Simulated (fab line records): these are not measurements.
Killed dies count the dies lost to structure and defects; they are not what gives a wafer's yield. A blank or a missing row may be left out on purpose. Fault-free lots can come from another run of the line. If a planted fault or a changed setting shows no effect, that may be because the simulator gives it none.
The tool behind it: which one? :: flow sky130 :: Sampling: 15 lots, 45 wafers, 5 of 708 route steps

## WHAT EACH GAUGE READ, for each wafer
SKY_FIELD_ISO_THK_MEAS_04.
lot: L507
measured: day 1 16:07
on: film_metro-03
FIELD_ISO_CVD_03_THK (nm): 166.5 167.6 166.6

lot: L508
measured: day 1 20:19
on: film_metro-03
FIELD_ISO_CVD_03_THK (nm): 164.9 166.0 165.0

lot: L516
measured: day 3 14:40
on: film_metro-01
FIELD_ISO_CVD_03_THK (nm): 165.1 164.0 165.2

lot: L517
measured: day 3 17:47
on: film_metro-03
FIELD_ISO_CVD_03_THK (nm): 163.5 164.2 164.3

lot: L518
measured: day 3 21:56
on: film_metro-04
FIELD_ISO_CVD_03_THK (nm): 163.9 163.5 163.6

lot: L519
measured: day 4 03:38
on: film_metro-03
FIELD_ISO_CVD_03_THK (nm): 164.5 164.0 164.9

lot: L520
measured: day 4 06:38
on: film_metro-04
FIELD_ISO_CVD_03_THK (nm): 164.3 165.2 165.0

lot: L521
measured: day 4 12:17
on: film_metro-01
FIELD_ISO_CVD_03_THK (nm): 166.0 165.4 164.7

lot: L522
measured: day 4 17:49
on: film_metro-04
FIELD_ISO_CVD_03_THK (nm): 163.7 163.3 163.5

lot: L524
measured: day 5 03:34
on: film_metro-01
FIELD_ISO_CVD_03_THK (nm): 163.8 164.4 164.2

lot: L525
measured: day 5 09:19
on: film_metro-01
FIELD_ISO_CVD_03_THK (nm): 167.3 168.2 168.3

lot: L526
measured: day 5 14:42
on: film_metro-01
FIELD_ISO_CVD_03_THK (nm): 164.1 167.0 166.1

lot: L527
measured: day 5 19:06
on: film_metro-04
FIELD_ISO_CVD_03_THK (nm): 164.5 164.6 164.7

lot: L528
measured: day 5 23:30
on: film_metro-04
FIELD_ISO_CVD_03_THK (nm): 165.2 166.6 166.0

lot: L529
measured: day 6 06:24
on: film_metro-01
FIELD_ISO_CVD_03_THK (nm): 165.2 165.8 164.5

SKY_VT_ADJUST_LVTN_TW_MEAS_10.
lot: L507
measured: day 6 20:23
on: film_metro-02
VT_ADJUST_LVTN_TW: 238.0 239.7 239.8

lot: L508
measured: day 7 02:56
on: film_metro-04
VT_ADJUST_LVTN_TW: 241.1 240.1 239.3

lot: L516
measured: day 9 10:31
on: film_metro-02
VT_ADJUST_LVTN_TW: 29.9 29.8 29.9

lot: L517
measured: day 9 11:53
on: film_metro-04
VT_ADJUST_LVTN_TW: 29.7 29.9 29.8

lot: L518
measured: day 9 20:32
on: film_metro-04
VT_ADJUST_LVTN_TW: 29.9 29.7 30.0

lot: L519
measured: day 10 03:06
on: film_metro-02
VT_ADJUST_LVTN_TW: 238.9 240.9 239.0

lot: L520
measured: day 10 08:41
on: film_metro-02
VT_ADJUST_LVTN_TW: 240.7 240.6 238.2

lot: L521
measured: day 10 12:47
on: film_metro-02
VT_ADJUST_LVTN_TW: 239.0 239.0 238.4

lot: L522
measured: day 10 21:13
on: film_metro-02
VT_ADJUST_LVTN_TW: 240.1 237.9 239.2

lot: L524
measured: day 11 09:18
on: film_metro-03
VT_ADJUST_LVTN_TW: 241.1 241.6 240.9

lot: L525
measured: day 11 14:00
on: film_metro-02
VT_ADJUST_LVTN_TW: 240.7 238.7 238.8

lot: L526
measured: day 12 07:36
on: film_metro-02
VT_ADJUST_LVTN_TW: 239.5 239.4 238.1

lot: L527
measured: day 12 06:29
on: film_metro-02
VT_ADJUST_LVTN_TW: 238.6 239.5 239.6

lot: L528
measured: day 13 00:41
on: film_metro-02
VT_ADJUST_LVTN_TW: 239.7 238.0 240.3

lot: L529
measured: day 13 03:31
on: film_metro-02
VT_ADJUST_LVTN_TW: 240.2 239.5 239.5

## WHICH TOOL RAN EACH LOT (tool, then ch and the chambers of the sampled wafers, then the start)
lot: L507
SKY_DNWELL_STRIP_08: plasma_asher-01 ch 0,1, day 3 04:27
SKY_VT_ADJUST_HVTP_STRIP_10: plasma_asher-02 ch 0,1, day 6 01:11
SKY_VT_ADJUST_LVTN_STRIP_09: plasma_asher-01 ch 0,1, day 6 20:17

lot: L508
SKY_DNWELL_STRIP_08: plasma_asher-04 ch 1, day 3 10:10
SKY_VT_ADJUST_HVTP_STRIP_10: plasma_asher-02 ch 0,1, day 6 07:58
SKY_VT_ADJUST_LVTN_STRIP_09: plasma_asher-04 ch 0,1, day 7 02:50

lot: L516
SKY_DNWELL_STRIP_08: plasma_asher-02 ch 0,1, day 5 08:14
SKY_VT_ADJUST_HVTP_STRIP_10: plasma_asher-03 ch 0,1, day 8 13:52
SKY_VT_ADJUST_LVTN_STRIP_09: plasma_asher-04 ch 0, day 9 10:24

lot: L517
SKY_DNWELL_STRIP_08: plasma_asher-04 ch 0, day 5 09:55
SKY_VT_ADJUST_HVTP_STRIP_10: plasma_asher-03 ch 0, day 8 15:29
SKY_VT_ADJUST_LVTN_STRIP_09: plasma_asher-02 ch 0,1, day 9 11:47

lot: L518
SKY_DNWELL_STRIP_08: plasma_asher-04 ch 0,1, day 5 16:02
SKY_VT_ADJUST_HVTP_STRIP_10: plasma_asher-01 ch 0,1, day 8 23:26
SKY_VT_ADJUST_LVTN_STRIP_09: plasma_asher-01 ch 0,1, day 9 20:26

lot: L519
SKY_DNWELL_STRIP_08: plasma_asher-01 ch 0,1, day 5 22:45
SKY_VT_ADJUST_HVTP_STRIP_10: plasma_asher-01 ch 0,1, day 9 05:50
SKY_VT_ADJUST_LVTN_STRIP_09: plasma_asher-01 ch 0,1, day 10 03:00

lot: L520
SKY_DNWELL_STRIP_08: plasma_asher-02 ch 0,1, day 6 02:33
SKY_VT_ADJUST_HVTP_STRIP_10: plasma_asher-03 ch 1, day 9 11:02
SKY_VT_ADJUST_LVTN_STRIP_09: plasma_asher-01 ch 0,1, day 10 08:35

lot: L521
SKY_DNWELL_STRIP_08: plasma_asher-02 ch 0,1, day 6 07:02
SKY_VT_ADJUST_HVTP_STRIP_10: plasma_asher-01 ch 0,1, day 9 15:00
SKY_VT_ADJUST_LVTN_STRIP_09: plasma_asher-01 ch 0,1, day 10 12:41

lot: L522
SKY_DNWELL_STRIP_08: plasma_asher-04 ch 0,1, day 6 13:48
SKY_VT_ADJUST_HVTP_STRIP_10: plasma_asher-03 ch 0,1, day 9 22:53
SKY_VT_ADJUST_LVTN_STRIP_09: plasma_asher-02 ch 0,1, day 10 21:06

lot: L524
SKY_DNWELL_STRIP_08: plasma_asher-01 ch 0,1, day 6 22:23
SKY_VT_ADJUST_HVTP_STRIP_10: plasma_asher-03 ch 1, day 10 09:54
SKY_VT_ADJUST_LVTN_STRIP_09: plasma_asher-04 ch 0,1, day 11 09:12

lot: L525
SKY_DNWELL_STRIP_08: plasma_asher-01 ch 0,1, day 7 04:26
SKY_VT_ADJUST_HVTP_STRIP_10: plasma_asher-02 ch 0,1, day 10 15:59
SKY_VT_ADJUST_LVTN_STRIP_09: plasma_asher-01 ch 0,1, day 11 13:55

lot: L526
SKY_DNWELL_STRIP_08: plasma_asher-04 ch 0,1, day 7 16:06
SKY_VT_ADJUST_HVTP_STRIP_10: plasma_asher-02 ch 0, day 11 07:07
SKY_VT_ADJUST_LVTN_STRIP_09: plasma_asher-04 ch 0,1, day 12 07:30

lot: L527
SKY_DNWELL_STRIP_08: plasma_asher-01 ch 0,1, day 7 15:45
SKY_VT_ADJUST_HVTP_STRIP_10: plasma_asher-01 ch 0,1, day 11 06:17
SKY_VT_ADJUST_LVTN_STRIP_09: plasma_asher-04 ch 0,1, day 12 06:23

lot: L528
SKY_DNWELL_STRIP_08: plasma_asher-01 ch 0,1, day 8 07:10
SKY_VT_ADJUST_HVTP_STRIP_10: plasma_asher-02 ch 1, day 11 23:26
SKY_VT_ADJUST_LVTN_STRIP_09: plasma_asher-01 ch 0,1, day 13 00:35

lot: L529
SKY_DNWELL_STRIP_08: plasma_asher-02 ch 0,1, day 8 10:06
SKY_VT_ADJUST_HVTP_STRIP_10: plasma_asher-02 ch 0,1, day 12 02:38
SKY_VT_ADJUST_LVTN_STRIP_09: plasma_asher-02 ch 0,1, day 13 03:24
- SKY_DNWELL_STRIP_08: strips in O2/N2.
- SKY_VT_ADJUST_HVTP_STRIP_10: strips in O2/N2.
- SKY_VT_ADJUST_LVTN_STRIP_09: strips in O2/N2.

## WHAT THE TOOLS THEMSELVES READ (means of the sampled wafers that have a number; where no wafer has one, the mark that the record gives instead)
SKY_DNWELL_STRIP_08.
lot: L507
tool: plasma_asher-01
chamber_pressure_mTorr (mTorr): 1499.7
drypump_motor_current_A (A): 5.5
oes_product_au (a.u.): 0.722
strip_time_to_endpoint_s (s): 36.88

lot: L508
tool: plasma_asher-04
chamber_pressure_mTorr (mTorr): 1500.0
drypump_motor_current_A (A): 5.8
oes_product_au (a.u.): 0.722
strip_time_to_endpoint_s (s): 36.92

lot: L516
tool: plasma_asher-02
chamber_pressure_mTorr (mTorr): 1498.6
drypump_motor_current_A (A): 6.1
oes_product_au (a.u.): 0.726
strip_time_to_endpoint_s (s): 36.92

lot: L517
tool: plasma_asher-04
chamber_pressure_mTorr (mTorr): 1500.7
drypump_motor_current_A (A): 4.7
oes_product_au (a.u.): 0.723
strip_time_to_endpoint_s (s): 36.84

lot: L518
tool: plasma_asher-04
chamber_pressure_mTorr (mTorr): 1500.4
drypump_motor_current_A (A): 5.1
oes_product_au (a.u.): 0.723
strip_time_to_endpoint_s (s): 37.08

lot: L519
tool: plasma_asher-01
chamber_pressure_mTorr (mTorr): 1501.0
drypump_motor_current_A (A): 5.5
oes_product_au (a.u.): 0.723
strip_time_to_endpoint_s (s): 36.93

lot: L520
tool: plasma_asher-02
chamber_pressure_mTorr (mTorr): 1499.5
drypump_motor_current_A (A): 6.3
oes_product_au (a.u.): 0.723
strip_time_to_endpoint_s (s): 36.92

lot: L521
tool: plasma_asher-02
chamber_pressure_mTorr (mTorr): 1500.2
drypump_motor_current_A (A): 6.3
oes_product_au (a.u.): 0.725
strip_time_to_endpoint_s (s): 36.83

lot: L522
tool: plasma_asher-04
chamber_pressure_mTorr (mTorr): 1500.6
drypump_motor_current_A (A): 5.1
oes_product_au (a.u.): 0.723
strip_time_to_endpoint_s (s): 36.92

lot: L524
tool: plasma_asher-01
chamber_pressure_mTorr (mTorr): 1499.6
drypump_motor_current_A (A): 5.5
oes_product_au (a.u.): 0.721
strip_time_to_endpoint_s (s): 36.82

lot: L525
tool: plasma_asher-01
chamber_pressure_mTorr (mTorr): 1501.7
drypump_motor_current_A (A): 5.5
oes_product_au (a.u.): 0.723
strip_time_to_endpoint_s (s): 36.86

lot: L526
tool: plasma_asher-04
chamber_pressure_mTorr (mTorr): 1499.6
drypump_motor_current_A (A): 5.1
oes_product_au (a.u.): 0.720
strip_time_to_endpoint_s (s): 36.92

lot: L527
tool: plasma_asher-01
chamber_pressure_mTorr (mTorr): 1499.1
drypump_motor_current_A (A): 5.4
oes_product_au (a.u.): 0.722
strip_time_to_endpoint_s (s): 36.93

lot: L528
tool: plasma_asher-01
chamber_pressure_mTorr (mTorr): 1501.9
drypump_motor_current_A (A): 5.2
oes_product_au (a.u.): 0.724
strip_time_to_endpoint_s (s): 36.94

lot: L529
tool: plasma_asher-02
chamber_pressure_mTorr (mTorr): 1499.4
drypump_motor_current_A (A): 6.1
oes_product_au (a.u.): 0.726
strip_time_to_endpoint_s (s): 36.82

SKY_VT_ADJUST_HVTP_STRIP_10.
lot: L507
tool: plasma_asher-02
chamber_pressure_mTorr (mTorr): 1500.1
drypump_motor_current_A (A): 6.3
oes_product_au (a.u.): 0.716
strip_time_to_endpoint_s (s): 14.18

lot: L508
tool: plasma_asher-02
chamber_pressure_mTorr (mTorr): 1499.4
drypump_motor_current_A (A): 6.1
oes_product_au (a.u.): 0.712
strip_time_to_endpoint_s (s): 14.23

lot: L516
tool: plasma_asher-03
chamber_pressure_mTorr (mTorr): -
drypump_motor_current_A (A): -
oes_product_au (a.u.): -
strip_time_to_endpoint_s (s): -

lot: L517
tool: plasma_asher-03
chamber_pressure_mTorr (mTorr): -
drypump_motor_current_A (A): -
oes_product_au (a.u.): -
strip_time_to_endpoint_s (s): -

lot: L518
tool: plasma_asher-01
chamber_pressure_mTorr (mTorr): -
drypump_motor_current_A (A): -
oes_product_au (a.u.): -
strip_time_to_endpoint_s (s): -

lot: L519
tool: plasma_asher-01
chamber_pressure_mTorr (mTorr): 1499.1
drypump_motor_current_A (A): 5.2
oes_product_au (a.u.): 0.717
strip_time_to_endpoint_s (s): 14.21

lot: L520
tool: plasma_asher-03
chamber_pressure_mTorr (mTorr): 1500.3
drypump_motor_current_A (A): 5.4
oes_product_au (a.u.): 0.712
strip_time_to_endpoint_s (s): 14.20

lot: L521
tool: plasma_asher-01
chamber_pressure_mTorr (mTorr): 1498.8
drypump_motor_current_A (A): 5.5
oes_product_au (a.u.): 0.713
strip_time_to_endpoint_s (s): 14.25

lot: L522
tool: plasma_asher-03
chamber_pressure_mTorr (mTorr): 1500.7
drypump_motor_current_A (A): 5.4
oes_product_au (a.u.): 0.714
strip_time_to_endpoint_s (s): 14.24

lot: L524
tool: plasma_asher-03
chamber_pressure_mTorr (mTorr): 1499.8
drypump_motor_current_A (A): 5.3
oes_product_au (a.u.): 0.719
strip_time_to_endpoint_s (s): 14.28

lot: L525
tool: plasma_asher-02
chamber_pressure_mTorr (mTorr): 1499.9
drypump_motor_current_A (A): 6.2
oes_product_au (a.u.): 0.712
strip_time_to_endpoint_s (s): 14.21

lot: L526
tool: plasma_asher-02
chamber_pressure_mTorr (mTorr): 1501.1
drypump_motor_current_A (A): 6.4
oes_product_au (a.u.): 0.713
strip_time_to_endpoint_s (s): 14.24

lot: L527
tool: plasma_asher-01
chamber_pressure_mTorr (mTorr): 1499.2
drypump_motor_current_A (A): 5.2
oes_product_au (a.u.): 0.716
strip_time_to_endpoint_s (s): 14.23

lot: L528
tool: plasma_asher-02
chamber_pressure_mTorr (mTorr): 1501.6
drypump_motor_current_A (A): 6.0
oes_product_au (a.u.): 0.715
strip_time_to_endpoint_s (s): 14.21

lot: L529
tool: plasma_asher-02
chamber_pressure_mTorr (mTorr): 1499.7
drypump_motor_current_A (A): 6.3
oes_product_au (a.u.): 0.720
strip_time_to_endpoint_s (s): 14.19

SKY_VT_ADJUST_LVTN_STRIP_09.
lot: L507
tool: plasma_asher-01
chamber_pressure_mTorr (mTorr): 1500.0
drypump_motor_current_A (A): 5.5
oes_product_au (a.u.): 0.724
strip_time_to_endpoint_s (s): 36.72

lot: L508
tool: plasma_asher-04
chamber_pressure_mTorr (mTorr): 1500.4
drypump_motor_current_A (A): 5.4
oes_product_au (a.u.): 0.724
strip_time_to_endpoint_s (s): 36.92

lot: L516
tool: plasma_asher-04
chamber_pressure_mTorr (mTorr): 1501.5
drypump_motor_current_A (A): 4.7
oes_product_au (a.u.): 0.728
strip_time_to_endpoint_s (s): 53.93

lot: L517
tool: plasma_asher-02
chamber_pressure_mTorr (mTorr): 1499.3
drypump_motor_current_A (A): 6.1
oes_product_au (a.u.): 0.732
strip_time_to_endpoint_s (s): 53.70

lot: L518
tool: plasma_asher-01
chamber_pressure_mTorr (mTorr): 1498.9
drypump_motor_current_A (A): 5.4
oes_product_au (a.u.): 0.726
strip_time_to_endpoint_s (s): 53.85

lot: L519
tool: plasma_asher-01
chamber_pressure_mTorr (mTorr): 1501.0
drypump_motor_current_A (A): 5.2
oes_product_au (a.u.): 0.723
strip_time_to_endpoint_s (s): 36.87

lot: L520
tool: plasma_asher-01
chamber_pressure_mTorr (mTorr): 1500.5
drypump_motor_current_A (A): 5.2
oes_product_au (a.u.): 0.723
strip_time_to_endpoint_s (s): 36.97

lot: L521
tool: plasma_asher-01
chamber_pressure_mTorr (mTorr): 1499.9
drypump_motor_current_A (A): 5.2
oes_product_au (a.u.): 0.724
strip_time_to_endpoint_s (s): 36.88

lot: L522
tool: plasma_asher-02
chamber_pressure_mTorr (mTorr): 1499.5
drypump_motor_current_A (A): 6.1
oes_product_au (a.u.): 0.725
strip_time_to_endpoint_s (s): 37.00

lot: L524
tool: plasma_asher-04
chamber_pressure_mTorr (mTorr): 1502.6
drypump_motor_current_A (A): 5.1
oes_product_au (a.u.): 0.721
strip_time_to_endpoint_s (s): 36.98

lot: L525
tool: plasma_asher-01
chamber_pressure_mTorr (mTorr): 1500.9
drypump_motor_current_A (A): 5.4
oes_product_au (a.u.): 0.730
strip_time_to_endpoint_s (s): 36.70

lot: L526
tool: plasma_asher-04
chamber_pressure_mTorr (mTorr): 1500.0
drypump_motor_current_A (A): 5.1
oes_product_au (a.u.): 0.717
strip_time_to_endpoint_s (s): 37.02

lot: L527
tool: plasma_asher-04
chamber_pressure_mTorr (mTorr): 1500.3
drypump_motor_current_A (A): 5.1
oes_product_au (a.u.): 0.722
strip_time_to_endpoint_s (s): 36.73

lot: L528
tool: plasma_asher-01
chamber_pressure_mTorr (mTorr): 1500.1
drypump_motor_current_A (A): 5.2
oes_product_au (a.u.): 0.724
strip_time_to_endpoint_s (s): 36.89

lot: L529
tool: plasma_asher-02
chamber_pressure_mTorr (mTorr): 1500.8
drypump_motor_current_A (A): 6.1
oes_product_au (a.u.): 0.727
strip_time_to_endpoint_s (s): 36.82

## THE ANSWER, worked out from the rows above alone
Rule: the usual values come from the lots themselves. The widest of any qualifying gaps counts: lots, ordered by their means at a reading, are off when they make up no more than a third of the lots, leave a main group of 4 or more, and stand apart from it by 3 or more times the standard deviation of that group's means. A main group is skipped when, at the precision printed for the reading in the tables above, its means are all equal. A lot without any number at a reading at which 4 lots or more have one is off too. Where the step has rows for the other lots, those lots are counted as sound. The gauges are gone through in route order, then the tools' own readings, and for those a lot's mean is taken as printed above. At the first step where some lot is off, the reading lying furthest off is the one used; lots without a number count as furthest.
Off: L516, L517, L518, seen at SKY_VT_ADJUST_LVTN_TW_MEAS_10 (VT_ADJUST_LVTN_TW). Main group: mean 239.5, sd 0.62.
A tool fits if, at a process step before that reading, it ran every lot that is off, and no sound lot after the first of them. Not tried: the gauges at SKY_VT_ADJUST_LVTN_TW_MEAS_10; whatever is off there is also off at SKY_VT_ADJUST_HVTP_STRIP_10, on other tools, and gauge error can't account for it. Not one of the candidates tried fits.

## WHAT HAD BEEN PUT IN BY THE SIMULATOR
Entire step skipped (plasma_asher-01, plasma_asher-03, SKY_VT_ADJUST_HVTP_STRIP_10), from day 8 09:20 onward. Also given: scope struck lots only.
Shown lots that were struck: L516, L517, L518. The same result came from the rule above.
